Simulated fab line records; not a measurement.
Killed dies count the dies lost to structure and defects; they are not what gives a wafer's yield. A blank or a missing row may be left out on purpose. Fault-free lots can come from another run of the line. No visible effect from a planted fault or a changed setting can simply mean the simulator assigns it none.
fab line records    flow sky130
[record] lots = 13  wafers = 39  last_day = 50
route steps=708 shown PWDE@49 NWELL@78 VT_ADJUST_LVTN@106
lots untouched by any fault: they come from a run of this same line in which no faults occurred
start_h: the number of hours between the record's first day and the start of the first shown wafer of the lot    wait_h: hours elapsed since this lot's preceding step    " identical to the entry in the row above    L1.1+2: a row that stands for several wafers    - no value, or no start was given    * or withheld: withheld    < > ~ a bound
route shown NAME@n: names a module that has steps shown in the file, with the first one's number in the route    usual: mean and standard deviation over wafers with no fault    same: alike in all rows    chamber/n: place in a boat    sites: the reading at each site    _std_site: the values' standard deviation    _edge_site: inner sites' mean taken away from outer sites' mean    radius_mm: for every site, how far away it sits from the centre of the wafer    mask NAME#n: copy n    behind: tool/chamber where the wafer was last shaped    hold: what put the lot on hold/how long, in hours/how the hold closed    device: the n, p or np transistor that did not switch    end of line: tests of these same wafers at the route's end    step lacking rows: just its recipe    killed: count of dies lost to structure and defects at first sort (not the wafer's yield)    map: a wafer's dies, x killed, . not, _ none there
set.NAME: the run value of the setting; set.NAME@STEP: its run value at that earlier step    model.NAME: the simulator's own value behind a step, which no gauge read
a sample of lots followed through the steps of the route, with each step as a table and each wafer as a row
services: when a tool's chamber went out of use (start_h, in hours from the record's first day, below 0 if earlier), for how many hours, and the reason
[[steps]]
[step SKY_PWDE_EXPOSE_04]
[recipe] mask_id = PWDEM  na = 0.6  source_shape = conventional  sigma_outer = 0.6  polarization = unpolarized  target_cd_nm = 840  dose_mj = 214
[usual] stage_vel_mm_s = 500.08/0.28
[same] na = 0.6
lot.wafer  tool              chamber  start_h  wait_h  mask     stage_vel_mm_s
L660.1     iline_stepper-01  0        62.01    -       PWDEM#0  500.23
L660.4     "                 0        "        "       PWDEM#0  500.13
L660.5     "                 0        "        "       PWDEM#0  500.86
L663.1     iline_stepper-01  0        76.74    -       PWDEM#0  500.39
L663.4     "                 0        "        "       PWDEM#0  500.19
L663.6     "                 0        "        "       PWDEM#0  499.75
L664.2     iline_stepper-01  0        83.81    -       PWDEM#0  500.17
L664.4     "                 0        "        "       PWDEM#0  500.02
L664.6     "                 0        "        "       PWDEM#0  500.11
L665.2     iline_stepper-02  0        86.98    -       PWDEM#0  499.85
L665.4     "                 0        "        "       PWDEM#0  500.01
L665.5     "                 0        "        "       PWDEM#0  500.19
L666.1     iline_stepper-02  0        92.84    -       PWDEM#0  500.35
L666.2     "                 0        "        "       PWDEM#0  500.61
L666.3     "                 0        "        "       PWDEM#0  500.35
L667.1     iline_stepper-01  0        99.52    -       PWDEM#0  499.76
L667.2     "                 0        "        "       PWDEM#0  500.03
L667.6     "                 0        "        "       PWDEM#0  499.83
L669.1     iline_stepper-02  0        111.18   -       PWDEM#0  499.91
L669.3     "                 0        "        "       PWDEM#0  500.22
L669.5     "                 0        "        "       PWDEM#0  500.06
L670.1     iline_stepper-01  0        114.56   -       PWDEM#0  500.39
L670.5     "                 0        "        "       PWDEM#0  500.30
L670.6     "                 0        "        "       PWDEM#0  500.53
L671.2     iline_stepper-02  0        118.88   -       DNM#0    499.64
L671.4     "                 0        "        "       DNM#0    499.72
L671.5     "                 0        "        "       DNM#0    499.82
L672.2     iline_stepper-02  0        127.71   -       PWDEM#0  500.01
L672.3     "                 0        "        "       PWDEM#0  500.30
L672.6     "                 0        "        "       PWDEM#0  500.08
L677.1     iline_stepper-02  0        154.48   -       PWDEM#0  499.49
L677.2     "                 0        "        "       PWDEM#0  499.65
L677.5     "                 0        "        "       PWDEM#0  499.68
L681.4     iline_stepper-02  0        180.91   -       PWDEM#0  499.89
L681.5     "                 0        "        "       PWDEM#0  499.98
L681.6     "                 0        "        "       PWDEM#0  500.13
L682.2     iline_stepper-01  0        185.48   -       PWDEM#0  500.00
L682.4     "                 0        "        "       PWDEM#0  500.24
L682.6     "                 0        "        "       PWDEM#0  499.79
[step SKY_PWDE_OVL_MEAS_07]
[usual] PWDE_OVL = 1.0/1.3
lot.wafer  tool        chamber  start_h  wait_h  PWDE_OVL[nm]
L660.1     overlay-02  -        69.90    -       0.7
L660.4     "           -        "        "       -0.2
L660.5     "           -        "        "       1.0
L663.1     overlay-02  -        85.50    -       -0.8
L663.4     "           -        "        "       0.0
L663.6     "           -        "        "       -0.5
L664.2     overlay-02  -        91.96    -       3.1
L664.4     "           -        "        "       3.0
L664.6     "           -        "        "       1.9
L665.2     overlay-02  -        94.80    -       2.4
L665.4     "           -        "        "       -0.4
L665.5     "           -        "        "       1.5
L666.1     overlay-02  -        101.50   -       2.0
L666.2     "           -        "        "       2.8
L666.3     "           -        "        "       2.3
L667.1     overlay-01  -        108.65   -       -0.4
L667.2     "           -        "        "       1.6
L667.6     "           -        "        "       2.9
L669.1     overlay-01  -        119.34   -       3.5
L669.3     "           -        "        "       2.7
L669.5     "           -        "        "       0.2
L670.1     overlay-02  -        123.79   -       0.9
L670.5     "           -        "        "       -0.1
L670.6     "           -        "        "       1.6
L671.2     overlay-01  -        127.79   -       -
L671.4     "           -        "        "       -
L671.5     "           -        "        "       -
L672.2     overlay-01  -        136.71   -       0.0
L672.3     "           -        "        "       1.0
L672.6     "           -        "        "       0.3
L677.1     overlay-01  -        164.10   -       2.0
L677.2     "           -        "        "       2.8
L677.5     "           -        "        "       2.6
L681.4     overlay-01  -        190.97   -       0.4
L681.5     "           -        "        "       2.3
L681.6     "           -        "        "       0.4
L682.2     overlay-01  -        196.44   -       3.2
L682.4     "           -        "        "       0.5
L682.6     "           -        "        "       -0.2
[step SKY_PWDE_TW_MEAS_10]
[usual] PWDE_TW = 377/3.9
lot.wafer  tool           chamber  start_h  wait_h  PWDE_TW
L660.1     film_metro-03  -        70.19    0.1     381
L660.4     "              -        "        "       379
L660.5     "              -        "        "       381
L663.1     film_metro-02  -        85.79    0.1     373
L663.4     "              -        "        "       370
L663.6     "              -        "        "       372
L664.2     film_metro-02  -        92.25    0.1     371
L664.4     "              -        "        "       373
L664.6     "              -        "        "       371
L665.2     film_metro-03  -        95.09    0.1     382
L665.4     "              -        "        "       382
L665.5     "              -        "        "       379
L666.1     film_metro-01  -        101.79   0.1     380
L666.2     "              -        "        "       380
L666.3     "              -        "        "       378
L667.1     film_metro-03  -        108.94   0.1     379
L667.2     "              -        "        "       382
L667.6     "              -        "        "       377
L669.1     film_metro-02  -        119.63   0.1     372
L669.3     "              -        "        "       373
L669.5     "              -        "        "       373
L670.1     film_metro-02  -        124.07   0.1     374
L670.5     "              -        "        "       373
L670.6     "              -        "        "       371
L671.2     film_metro-03  -        128.08   0.1     30
L671.4     "              -        "        "       30
L671.5     "              -        "        "       30
L672.2     film_metro-02  -        137.00   0.1     372
L672.3     "              -        "        "       373
L672.6     "              -        "        "       372
L677.1     film_metro-01  -        164.39   0.1     382
L677.2     "              -        "        "       381
L677.5     "              -        "        "       380
L681.4     film_metro-02  -        191.38   0.1     371
L681.5     "              -        "        "       372
L681.6     "              -        "        "       371
L682.2     film_metro-03  -        196.73   0.1     379
L682.4     "              -        "        "       379
L682.6     "              -        "        "       379
[step SKY_NWELL_STRIP_25]
[recipe] chemistry = O2/N2  power_w = 1400  pressure_mtorr = 1500  platen_temp_c = withheld  o2_flow_sccm = 3000  n2_flow_sccm = 300  overash_fraction = 0.5
[usual] drypump_motor_current_A = 5.8/0.41  n2_flow_sccm = 300.2/0.74  oes_product_au = 0.721/0.0048  strip_time_to_endpoint_s = 37.05/0.11
lot.wafer  tool             chamber  start_h  wait_h  drypump_motor_current_A  n2_flow_sccm  oes_product_au  rf_hours_counter_h  strip_time_to_endpoint_s
L660.1     plasma_asher-01  0        104.68   0.1     5.3                      300.9         0.721           43                  36.97
L660.4     "                1        "        "       5.4                      300.9         0.731           -                   37.04
L660.5     "                1        "        "       5.4                      301.1         0.724           -                   37.04
L663.1     plasma_asher-03  1        120.84   0.1     5.9                      299.6         0.722           44                  36.94
L663.4     "                1        "        "       5.9                      300.7         0.727           -                   37.15
L663.6     "                0        "        "       6.5                      299.3         0.720           -                   37.08
L664.2     plasma_asher-02  0        128.23   0.1     6.0                      299.0         0.712           47                  37.14
L664.4     "                1        "        "       6.0                      299.8         0.725           -                   37.11
L664.6     "                0        "        "       6.0                      298.9         0.731           -                   37.11
L665.2     plasma_asher-03  1        131.44   0.1     5.9                      300.1         0.717           45                  36.94
L665.4     "                1        "        "       5.9                      300.3         0.724           -                   36.97
L665.5     "                1        "        "       5.9                      300.4         0.718           -                   36.93
L666.1     plasma_asher-03  0        137.73   0.1     6.6                      300.9         0.724           46                  36.98
L666.2     "                1        "        "       5.9                      298.8         0.724           46                  37.07
L666.3     "                0        "        "       6.6                      300.1         0.730           -                   36.84
L667.1     plasma_asher-01  0        146.28   0.1     5.2                      300.2         0.718           3                   37.25
L667.2     "                1        "        "       5.3                      299.4         0.724           3                   37.22
L667.6     "                1        "        "       5.4                      300.4         0.718           -                   37.22
L669.1     plasma_asher-02  0        158.04   0.1     5.9                      299.6         0.726           49                  36.88
L669.3     "                0        "        "       5.9                      299.2         0.723           -                   36.75
L669.5     "                1        "        "       6.0                      299.1         0.718           -                   36.80
L670.1     plasma_asher-01  1        163.27   0.1     5.4                      299.5         0.715           4                   37.00
L670.5     "                0        "        "       5.2                      301.4         0.724           -                   37.06
L670.6     "                1        "        "       5.4                      298.9         0.731           -                   37.11
L671.2     plasma_asher-01  0        167.03   0.1     5.2                      300.2         0.719           5                   36.97
L671.4     "                1        "        "       5.4                      302.0         0.724           -                   37.07
L671.5     "                1        "        "       5.4                      300.3         0.723           -                   37.06
L672.2     plasma_asher-03  1        175.72   0.1     5.9                      300.0         0.717           50                  36.82
L672.3     "                0        "        "       6.5                      300.4         0.722           -                   37.02
L672.6     "                0        "        "       6.5                      300.1         0.717           -                   36.79
L677.1     plasma_asher-01  1        207.24   0.1     5.4                      300.4         0.726           9                   37.03
L677.2     "                0        "        "       5.2                      300.3         0.718           9                   37.13
L677.5     "                1        "        "       5.3                      301.0         0.721           -                   37.09
L681.4     plasma_asher-01  1        236.25   0.1     5.3                      299.7         0.720           -                   37.17
L681.5     "                0        "        "       5.2                      299.4         0.721           -                   37.26
L681.6     "                1        "        "       5.4                      299.6         0.725           -                   37.17
L682.2     plasma_asher-02  0        241.13   0.1     5.9                      301.0         0.728           58                  36.90
L682.4     "                1        "        "       6.0                      300.3         0.718           -                   36.86
L682.6     "                0        "        "       5.9                      301.2         0.719           -                   36.94
[step SKY_VT_ADJUST_LVTN_STRIP_09]
[recipe] chemistry = O2/N2  power_w = 1400  pressure_mtorr = 1500  platen_temp_c = withheld  o2_flow_sccm = 3000  n2_flow_sccm = 300  overash_fraction = 0.5
[usual] drypump_motor_current_A = 5.7/0.53  n2_flow_sccm = 300.0/0.91  oes_product_au = 0.722/0.0049  strip_time_to_endpoint_s = 37.02/0.091
lot.wafer  tool             chamber  start_h  wait_h  drypump_motor_current_A  n2_flow_sccm  oes_product_au  rf_hours_counter_h  strip_time_to_endpoint_s
L660.1     plasma_asher-04  1        142.07   0.1     5.1                      301.2         0.719           32                  36.99
L660.4     "                1        "        "       5.1                      302.0         0.715           -                   36.92
L660.5     "                1        "        "       5.1                      302.5         0.721           -                   37.01
L663.1     plasma_asher-03  0        160.47   0.1     6.5                      299.0         0.723           48                  37.00
L663.4     "                0        "        "       6.5                      299.9         0.720           -                   37.09
L663.6     "                1        "        "       5.9                      299.3         0.718           -                   37.12
L664.2     plasma_asher-02  1        167.92   0.1     6.0                      299.4         0.718           50                  36.98
L664.4     "                1        "        "       6.0                      301.1         0.726           -                   36.97
L664.6     "                1        "        "       6.0                      300.9         0.730           -                   37.04
L665.2     plasma_asher-02  0        171.42   0.1     6.0                      300.8         0.722           51                  36.96
L665.4     "                1        "        "       6.0                      300.8         0.729           -                   36.88
L665.5     "                1        "        "       6.0                      300.0         0.727           -                   36.98
L666.1     plasma_asher-03  1        177.62   0.1     5.9                      300.7         0.728           50                  36.77
L666.2     "                0        "        "       6.5                      300.1         0.723           50                  36.77
L666.3     "                0        "        "       6.5                      299.3         0.725           -                   36.95
L667.1     plasma_asher-04  1        187.08   0.1     5.1                      299.0         0.731           36                  37.01
L667.2     "                0        "        "       5.2                      300.5         0.721           36                  37.12
L667.6     "                0        "        "       5.2                      301.0         0.721           -                   36.99
L669.1     plasma_asher-04  0        199.48   0.1     5.2                      301.2         0.721           37                  37.23
L669.3     "                0        "        "       5.2                      300.9         0.721           -                   37.23
L669.5     "                0        "        "       5.2                      299.9         0.720           -                   37.20
L670.1     plasma_asher-03  0        205.53   0.1     6.5                      299.1         0.725           52                  36.99
L670.5     "                1        "        "       5.9                      298.6         0.719           -                   37.01
L670.6     "                0        "        "       6.5                      300.3         0.718           -                   36.94
L671.2     plasma_asher-03  0        209.82   0.1     6.5                      299.3         0.724           53                  37.01
L671.4     "                1        "        "       5.9                      298.9         0.733           -                   36.95
L671.5     "                0        "        "       6.5                      299.5         0.723           -                   37.02
L672.2     plasma_asher-04  0        219.78   0.1     5.2                      300.6         0.733           39                  37.18
L672.3     "                0        "        "       5.2                      301.1         0.717           -                   37.01
L672.6     "                1        "        "       5.1                      299.0         0.721           -                   37.07
L677.1     plasma_asher-03  1        253.62   0.1     5.9                      298.5         0.717           57                  36.93
L677.2     "                0        "        "       6.5                      299.2         0.720           57                  37.02
L677.5     "                0        "        "       6.5                      300.0         0.726           -                   37.02
L681.4     plasma_asher-03  1        285.60   0.1     5.9                      298.3         0.720           -                   37.01
L681.5     "                1        "        "       5.9                      298.4         0.722           -                   36.98
L681.6     "                0        "        "       6.5                      301.5         0.736           -                   36.95
L682.2     plasma_asher-03  1        291.12   0.1     5.9                      299.0         0.726           61                  36.96
L682.4     "                1        "        "       5.9                      299.4         0.712           -                   36.95
L682.6     "                0        "        "       6.5                      299.9         0.716           -                   37.01
[step SKY_VT_ADJUST_LVTN_OVL_MEAS_18]
[usual] VT_ADJUST_LVTN_01_OVL = 0.0/1.3
lot.wafer  tool        chamber  start_h  wait_h  VT_ADJUST_LVTN_01_OVL[nm]
L660.1     overlay-02  -        161.93   0.1     1.6
L660.4     "           -        "        "       1.6
L660.5     "           -        "        "       1.1
L663.1     overlay-01  -        179.49   0.1     -1.7
L663.4     "           -        "        "       1.3
L663.6     "           -        "        "       0.8
L664.2     overlay-02  -        188.59   0.1     2.8
L664.4     "           -        "        "       1.0
L664.6     "           -        "        "       1.1
L665.2     overlay-02  -        191.69   0.1     1.4
L665.4     "           -        "        "       -1.2
L665.5     "           -        "        "       -1.7
L666.1     overlay-02  -        199.18   0.1     -0.7
L666.2     "           -        "        "       0.9
L666.3     "           -        "        "       1.4
L667.1     overlay-02  -        208.93   0.1     -0.1
L667.2     "           -        "        "       -0.1
L667.6     "           -        "        "       1.5
L669.1     overlay-02  -        221.23   0.1     -1.3
L669.3     "           -        "        "       0.6
L669.5     "           -        "        "       -1.7
L670.1     overlay-02  -        228.03   0.1     -2.0
L670.5     "           -        "        "       -1.5
L670.6     "           -        "        "       -1.9
L671.2     overlay-02  -        231.84   0.1     -1.8
L671.4     "           -        "        "       -1.1
L671.5     "           -        "        "       -0.8
L672.2     overlay-01  -        242.24   0.1     1.2
L672.3     "           -        "        "       2.0
L672.6     "           -        "        "       0.9
L677.1     overlay-01  -        278.64   0.1     -0.1
L677.2     "           -        "        "       0.8
L677.5     "           -        "        "       -0.7
L681.4     overlay-02  -        310.95   0.1     -2.5
L681.5     "           -        "        "       -0.8
L681.6     "           -        "        "       -0.1
L682.2     overlay-01  -        317.09   0.1     -1.5
L682.4     "           -        "        "       -0.5
L682.6     "           -        "        "       -1.5
[[services]]
tool              chamber  start_h  hours  kind
plasma_asher-02   -        38.86    1.1    repair
iline_stepper-02  -        93.36    1.7    pm
iline_stepper-02  -        99.49    8.9    repair
plasma_asher-01   -        108.75   9.0    pm
plasma_asher-01   0        108.75   9.0    vent_cycle
plasma_asher-01   1        108.75   9.0    vent_cycle
plasma_asher-01   0        117.75   -      clean
plasma_asher-01   1        117.75   -      clean
plasma_asher-04   -        142.21   0.7    repair
plasma_asher-03   -        191.77   4.0    repair
iline_stepper-02  0        203.75   -      calibration
iline_stepper-01  0        213.93   -      calibration
plasma_asher-04   -        214.32   2.8    pm
iline_stepper-01  -        227.28   4.4    pm
iline_stepper-01  -        244.01   1.7    pm
plasma_asher-01   -        289.07   0.7    repair
[[key]]
[first_sign] step = SKY_PWDE_EXPOSE_04  reading = mask  direction = changed
[effect] step = SKY_PWDE_OVL_MEAS_07  reading = PWDE_OVL  direction = missing
[effect] step = SKY_PWDE_TW_MEAS_10  reading = PWDE_TW  direction = down  sigmas = 89  usual = 377  struck = 30
met_at SKY_PWDE_EXPOSE_04
struck_lots L671
sort_left_out L671.2,L671.4,L671.5
tester_left_out L671
not_acting_at SKY_NWELL_STRIP_25,SKY_VT_ADJUST_LVTN_STRIP_09,SKY_VT_ADJUST_LVTN_OVL_MEAS_18
onset_between 111.18 118.88
[fault] kind = wrong_mask  tool = any  chamber = -  onset_h = 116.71  steps = SKY_PWDE_EXPOSE_04  aux_copy = DNM#0  scope = struck_lots_only
// tester_left_out: of these lots the tester's yield and bins aren't shown, on N5 and GAA mostly nor the transistor test; their killed dies are dies lost to structure and defects alone, not to doping, threshold or leakage, so they don't give the yield
// sort_left_out: the simulated sort isn't trusted on such a fault, so these wafers' sort isn't shown, and their yield isn't known
